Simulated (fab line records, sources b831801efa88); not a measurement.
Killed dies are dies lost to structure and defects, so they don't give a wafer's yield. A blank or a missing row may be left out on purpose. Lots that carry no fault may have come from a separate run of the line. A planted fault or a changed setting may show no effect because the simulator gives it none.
fab line records	flow gf180mcu
record lots=13	wafers=38	last-day=34
route steps=602 shown LVPWELL@63 VT_IMPLANT@99 CONTACT@301 TOP_METAL@571
lots with no fault: from the same line, run without faults
start-h: start of the lot's first displayed wafer, in hours after the record's first day	wait-h: hours elapsed since this lot's preceding step	" identical to the entry in the row above	L1.1+2: a single row standing in for several wafers	- no value, or no start was given	* or withheld: withheld	< > ~ a bound
route shown NAME@n: names a module that has steps shown in the file, with the first one's number in the route	usual: average and standard deviation across the fault-free wafers	same: alike in all rows	chamber/n: place in a boat	sites: readings site by site	_std_site: their standard deviation	_edge_site: inner sites' mean taken away from outer sites' mean	radius-mm: how far each site lies from the wafer's centre	mask NAME#n: copy n	behind: tool/chamber where the wafer was last shaped	hold: why the lot went on hold/how many hours it stayed there/how the hold came to an end	device: whichever transistor did not switch (one of n, p or np)	end of line: the same wafers' tests at the end of the route	a step without rows: its recipe alone	killed: count of dies lost to structure and defects at first sort (not the wafer's yield)	map: dies across one wafer; x = killed, . = not, _ = none there
set.NAME: the setting as run; set.NAME@STEP: as run at that earlier step	model.NAME: the simulator's own value behind a step, which no gauge read
route steps across a sampled set of lots; one table per step, one row per wafer
services: the hour from which a tool's chamber was out of use, counted from the record's first day as start-h (under 0 if before that day), plus the number of hours and why
## steps
# step GF_LVPWELL_IMPLANT_09
# recipe species=B	energy-kev=60	dose-cm2=5e+12	tilt-deg=0
# usual beam-on-s=10.00/0.19	end-station-pressure-torr=5.01e-06/2.9e-07	faraday-current-uA=28.2/0.54
lot.wafer	tool	chamber	start-h	wait-h	beam-on-s	end-station-pressure-torr	faraday-current-uA
L349.2	implanter-04	0	69.11	0.1	9.86	4.79e-06	28.7
L349.3	"	0	"	"	10.03	4.86e-06	28.1
L349.5	"	0	"	"	9.72	4.97e-06	28.9
L351.3	implanter-04	0	85.09	0.1	9.76	5.37e-06	28.9
L351.4	"	0	"	"	9.91	4.93e-06	28.4
L351.5	"	0	"	"	9.62	4.73e-06	29.3
L352.1	implanter-03	0	91.13	0.1	10.14	4.91e-06	27.8
L352.4	"	0	"	"	10.35	4.74e-06	27.1
L352.5	"	0	"	"	9.69	4.96e-06	29.0
L353.2	implanter-04	0	93.01	0.1	10.18	4.23e-06	27.7
L353.3	"	0	"	"	9.96	4.98e-06	28.2
L353.4	"	0	"	"	9.95	4.88e-06	28.4
L354.1	implanter-01	0	103.73	0.1	9.94	5.11e-06	28.4
L354.2	"	0	"	"	10.07	4.71e-06	27.9
L354.5	"	0	"	"	9.54	5.14e-06	29.4
L355.1	implanter-03	0	103.74	0.1	9.97	5.34e-06	28.3
L355.2	"	0	"	"	10.12	5.26e-06	28.0
L355.6	"	0	"	"	9.77	5.13e-06	28.8
L362.1	implanter-03	0	143.28	0.1	12.03	5.3e-06	23.3
L362.3	"	0	"	"	11.79	4.62e-06	23.9
L363.1	implanter-03	0	148.13	0.1	11.70	4.01e-06	24.1
L363.3	"	0	"	"	11.43	5.08e-06	24.8
L363.5	"	0	"	"	9.96	5.16e-06	28.3
L364.2	implanter-03	0	153.91	0.1	9.86	5.23e-06	28.5
L364.3	"	0	"	"	11.54	5.25e-06	24.4
L364.4	"	0	"	"	9.61	4.88e-06	29.1
L366.1	implanter-04	0	164.03	0.1	9.83	5.16e-06	28.6
L366.4	"	0	"	"	10.23	5.19e-06	27.6
L366.6	"	0	"	"	10.09	5.54e-06	28.0
L367.2	implanter-01	0	168.81	0.1	9.99	5.15e-06	28.2
L367.3	"	0	"	"	9.92	5.39e-06	28.5
L367.4	"	0	"	"	10.31	4.97e-06	27.3
L369.2	implanter-01	0	182.06	0.1	10.21	5.34e-06	27.6
L369.3	"	0	"	"	10.16	4.9e-06	27.7
L369.6	"	0	"	"	9.89	5.07e-06	28.5
L371.1	implanter-01	0	195.03	0.1	10.07	4.89e-06	28.0
L371.4	"	0	"	"	10.00	4.67e-06	28.3
L371.5	"	0	"	"	9.91	4.89e-06	28.3
# step GF_VT_IMPLANT_STRIP_09
# recipe chemistry=O2/N2	power-w=1400	pressure-mtorr=1500	platen-temp-c=250	o2-flow-sccm=3000	n2-flow-sccm=300	overash-fraction=0.5
# usual drypump-motor-current-A=5.6/0.39	heater-power-w=348/32	oes-product-au=0.716/0.0041	strip-time-to-endpoint-s=12.66/0.034
lot.wafer	tool	chamber	start-h	wait-h	drypump-motor-current-A	heater-power-w	oes-product-au	rf-hours-counter-h	strip-time-to-endpoint-s
L349.2	plasma-asher-02	1	112.53	0.1	5.0	305	0.709	46	12.67
L349.3	"	1	"	"	4.9	313	0.714	-	12.68
L349.5	"	0	"	"	6.3	331	0.722	-	12.69
L351.3	plasma-asher-01	1	129.85	0.1	5.6	394	0.712	-	12.67
L351.4	"	0	"	"	5.3	324	0.719	-	12.68
L351.5	"	0	"	"	5.3	319	0.713	-	12.72
L352.1	plasma-asher-02	0	134.38	0.1	6.3	320	0.716	49	12.66
L352.4	"	0	"	"	6.3	321	0.711	-	12.64
L352.5	"	0	"	"	6.3	324	0.715	-	12.60
L353.2	plasma-asher-03	0	137.48	0.1	5.4	366	0.722	48	12.68
L353.3	"	1	"	"	5.9	358	0.711	-	12.67
L353.4	"	0	"	"	5.4	365	0.713	-	12.72
L354.1	plasma-asher-02	0	148.73	0.1	6.3	327	0.715	50	12.73
L354.2	"	1	"	"	5.0	308	0.709	50	12.71
L354.5	"	0	"	"	6.3	319	0.715	-	12.71
L355.1	plasma-asher-01	0	149.03	0.1	5.3	315	0.718	38	12.61
L355.2	"	1	"	"	5.6	387	0.707	38	12.61
L355.6	"	0	"	"	5.3	313	0.723	-	12.60
L362.1	plasma-asher-01	1	191.12	0.1	5.6	384	0.715	42	12.67
L362.3	"	1	"	"	5.6	377	0.719	-	12.70
L363.1	plasma-asher-03	1	197.02	0.1	5.9	367	0.715	54	12.70
L363.3	"	1	"	"	5.9	361	0.715	-	12.70
L363.5	"	0	"	"	5.4	364	0.715	-	12.68
L364.2	plasma-asher-01	0	204.59	0.1	5.3	317	0.711	44	12.62
L364.3	"	1	"	"	5.7	399	0.714	-	12.66
L364.4	"	0	"	"	5.3	317	0.715	-	12.66
L366.1	plasma-asher-01	0	215.07	0.1	5.3	321	0.718	45	12.66
L366.4	"	1	"	"	5.7	397	0.722	-	12.65
L366.6	"	0	"	"	5.3	312	0.714	-	12.67
L367.2	plasma-asher-03	1	220.12	0.1	5.9	351	0.712	57	12.67
L367.3	"	1	"	"	5.9	365	0.711	-	12.68
L367.4	"	0	"	"	5.4	370	0.713	-	12.69
L369.2	plasma-asher-03	0	234.17	0.1	5.4	363	0.715	59	12.64
L369.3	"	1	"	"	5.9	360	0.721	-	12.71
L369.6	"	1	"	"	5.9	355	0.713	-	12.67
L371.1	plasma-asher-01	1	248.47	0.1	5.6	387	0.719	49	12.65
L371.4	"	1	"	"	5.6	392	0.715	-	12.68
L371.5	"	1	"	"	5.6	397	0.712	-	12.61
# step GF_VT_IMPLANT_RS_MEAS_48
# recipe thk-meas-gauge=four-point-probe
# usual LVPWELL_RS=1195.7/2.5
lot.wafer	tool	chamber	start-h	wait-h	LVPWELL_RS[ohm/sq]
L349.2	film-metro-02	-	159.25	0.1	1198.5
L349.3	"	-	"	"	1199.8
L349.5	"	-	"	"	1195.8
L351.3	film-metro-01	-	177.42	0.1	1195.8
L351.4	"	-	"	"	1196.8
L351.5	"	-	"	"	1198.6
L352.1	film-metro-03	-	182.88	0.1	1190.1
L352.4	"	-	"	"	1189.1
L352.5	"	-	"	"	1190.6
L353.2	film-metro-01	-	186.35	0.1	1198.0
L353.3	"	-	"	"	1192.9
L353.4	"	-	"	"	1196.5
L354.1	film-metro-03	-	198.22	0.1	1196.6
L354.2	"	-	"	"	1197.5
L354.5	"	-	"	"	1197.0
L355.1	film-metro-01	-	199.13	0.1	1194.9
L355.2	"	-	"	"	1195.1
L355.6	"	-	"	"	1199.1
L362.1	film-metro-01	-	245.19	0.1	1163.8
L362.3	"	-	"	"	1168.8
L363.1	film-metro-02	-	250.27	0.1	1163.7
L363.3	"	-	"	"	1163.6
L363.5	"	-	"	"	1195.9
L364.2	film-metro-01	-	260.45	0.1	1192.5
L364.3	"	-	"	"	1161.2
L364.4	"	-	"	"	1196.5
L366.1	film-metro-03	-	270.02	0.1	1195.1
L366.4	"	-	"	"	1195.1
L366.6	"	-	"	"	1193.6
L367.2	film-metro-03	-	276.95	0.1	1197.5
L367.3	"	-	"	"	1197.4
L367.4	"	-	"	"	1198.2
L369.2	film-metro-02	-	290.61	0.1	1195.9
L369.3	"	-	"	"	1196.6
L369.6	"	-	"	"	1195.4
L371.1	film-metro-01	-	307.59	0.1	1193.5
L371.4	"	-	"	"	1195.1
L371.5	"	-	"	"	1193.1
# step GF_CONTACT_CD_MEAS_14
# recipe target-cd-nm=220
# usual cd-nm=220.0/1.2
lot.wafer	tool	chamber	start-h	wait-h	cd-nm
L349.2	cd-sem-01	-	358.02	0.1	218.5
L349.3	"	-	"	"	219.8
L349.5	"	-	"	"	220.1
L351.3	cd-sem-02	-	384.79	0.1	221.6
L351.4	"	-	"	"	221.3
L351.5	"	-	"	"	220.0
L352.1	cd-sem-02	-	394.49	0.1	220.4
L352.4	"	-	"	"	221.6
L352.5	"	-	"	"	220.9
L353.2	cd-sem-02	-	398.47	0.1	221.4
L353.3	"	-	"	"	222.1
L353.4	"	-	"	"	221.3
L355.1	cd-sem-02	-	419.08	0.2	220.1
L355.2	"	-	"	"	219.1
L355.6	"	-	"	"	219.1
L354.1	cd-sem-01	-	420.30	0.1	219.9
L354.2	"	-	"	"	219.7
L354.5	"	-	"	"	221.2
L362.1	cd-sem-01	-	475.35	0.1	219.0
L362.3	"	-	"	"	218.8
L363.1	cd-sem-01	-	486.30	0.1	220.5
L363.3	"	-	"	"	219.9
L363.5	"	-	"	"	220.2
L364.2	cd-sem-02	-	498.22	0.1	221.5
L364.3	"	-	"	"	223.0
L364.4	"	-	"	"	220.5
L366.1	cd-sem-01	-	508.85	0.1	218.7
L366.4	"	-	"	"	219.9
L366.6	"	-	"	"	218.6
L367.2	cd-sem-02	-	516.92	0.1	218.2
L367.3	"	-	"	"	217.7
L367.4	"	-	"	"	218.4
L369.2	cd-sem-02	-	531.67	0.1	218.9
L369.3	"	-	"	"	220.5
L369.6	"	-	"	"	219.9
L371.1	cd-sem-02	-	550.80	0.1	219.7
L371.4	"	-	"	"	219.2
L371.5	"	-	"	"	220.4
# step GF_TOP_METAL_SPUTTER_04
# recipe material=TiN	target-thk-nm=25	power-w=6500	time-s=20.8	chamber-pressure-pa=0.4
# usual chamber-pressure-pa=0.4000/0.0008	throttle-valve-pct=29.9/0.94
lot.wafer	tool	chamber	start-h	wait-h	chamber-pressure-pa	throttle-valve-pct
L349.2	pvd-sputter-02	-	625.66	0.0	0.4017	29.5
L349.3	"	-	"	"	0.3998	31.4
L349.5	"	-	"	"	0.4000	31.4
L351.3	pvd-sputter-01	-	650.66	0.0	0.3994	29.0
L351.4	"	-	"	"	0.3979	28.9
L351.5	"	-	"	"	0.3971	28.8
L352.1	pvd-sputter-03	-	659.87	0.0	0.3988	30.9
L352.4	"	-	"	"	0.4001	28.6
L352.5	"	-	"	"	0.4006	30.9
L353.2	pvd-sputter-01	-	660.84	0.0	0.3987	28.9
L353.3	"	-	"	"	0.3989	31.0
L353.4	"	-	"	"	0.4003	28.8
L355.1	pvd-sputter-03	-	677.66	0.0	0.3991	29.6
L355.2	"	-	"	"	0.3992	30.8
L355.6	"	-	"	"	0.3989	29.6
L354.1	pvd-sputter-03	-	679.23	0.0	0.4003	29.6
L354.2	"	-	"	"	0.3987	30.7
L354.5	"	-	"	"	0.3991	28.7
L362.1	pvd-sputter-01	-	722.69	0.0	0.3981	29.2
L362.3	"	-	"	"	0.3991	28.7
L363.1	pvd-sputter-01	-	732.05	0.0	0.4010	28.8
L363.3	"	-	"	"	0.4011	31.0
L363.5	"	-	"	"	0.4005	30.9
L364.2	pvd-sputter-03	-	739.98	0.0	0.4007	30.9
L364.3	"	-	"	"	0.3997	30.6
L364.4	"	-	"	"	0.3998	28.9
L366.1	pvd-sputter-02	-	748.51	0.0	0.4002	31.7
L366.4	"	-	"	"	0.4007	29.7
L366.6	"	-	"	"	0.4006	29.9
L367.2	pvd-sputter-03	-	755.02	0.0	0.4007	29.7
L367.3	"	-	"	"	0.3988	30.9
L367.4	"	-	"	"	0.4005	30.7
L369.2	pvd-sputter-03	-	764.22	0.0	0.4001	31.2
L369.3	"	-	"	"	0.3994	28.8
L369.6	"	-	"	"	0.3999	30.8
L371.1	pvd-sputter-02	-	778.56	0.0	0.4000	31.4
L371.4	"	-	"	"	0.4014	29.3
L371.5	"	-	"	"	0.3993	31.3
## services
tool	chamber	start-h	hours	kind
pvd-sputter-03	-	162.65	2.1	repair
pvd-sputter-03	-	174.34	19.0	repair
implanter-03	-	226.56	2.1	repair
pvd-sputter-03	-	260.09	1.3	repair
implanter-03	-	298.62	6.9	pm
implanter-03	-	312.33	4.0	repair
implanter-03	-	321.59	210.0	pm
pvd-sputter-03	-	327.14	2.3	repair
pvd-sputter-03	-	353.72	4.5	repair
pvd-sputter-03	-	377.26	0.9	repair
pvd-sputter-03	-	421.23	1.8	repair
plasma-asher-01	-	523.77	2.8	pm
implanter-03	-	531.60	6.4	pm
implanter-03	-	537.99	3.0	pm
plasma-asher-01	-	594.97	14.0	repair
implanter-03	-	626.13	1.0	repair
implanter-03	-	632.14	1.2	repair
plasma-asher-01	-	633.16	8.7	repair
pvd-sputter-03	-	645.80	3.4	repair
plasma-asher-01	-	707.20	4.1	repair
pvd-sputter-03	-	725.66	1.5	repair
implanter-03	-	745.01	5.9	repair
pvd-sputter-03	-	771.96	5.6	repair
plasma-asher-01	-	777.12	6.7	repair
## key
first-sign step=GF_LVPWELL_IMPLANT_09	reading=beam-on-s	direction=up	sigmas=8.8	usual=10.00	struck=11.70
effect step=GF_LVPWELL_IMPLANT_09	reading=faraday-current-uA	direction=down	sigmas=7.6	usual=28.2	struck=24.1
effect step=GF_VT_IMPLANT_RS_MEAS_48	reading=LVPWELL_RS	direction=down	sigmas=13	usual=1195.7	struck=1164.2
met-at GF_LVPWELL_IMPLANT_09
struck-lots L362,L363,L364
struck-wafers L362.1,L362.3,L363.1,L363.3,L364.3
tester-left-out L362,L363,L364
not-acting-at GF_VT_IMPLANT_STRIP_09,GF_CONTACT_CD_MEAS_14,GF_TOP_METAL_SPUTTER_04
onset-between 103.74 143.28
fault kind=process-parameter-drift	tool=implanter-03	chamber=-	onset-h=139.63	steps=GF_LVPWELL_IMPLANT_09	channel=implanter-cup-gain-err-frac	offset=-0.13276	shape=step	end-h=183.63	scope=struck-wafers-only
# tester-left-out: of these lots the tester's yield and bins aren't shown, on N5 and GAA mostly nor the transistor test; their killed dies are dies lost to structure and defects alone, not to doping, threshold or leakage, so they don't give the yield
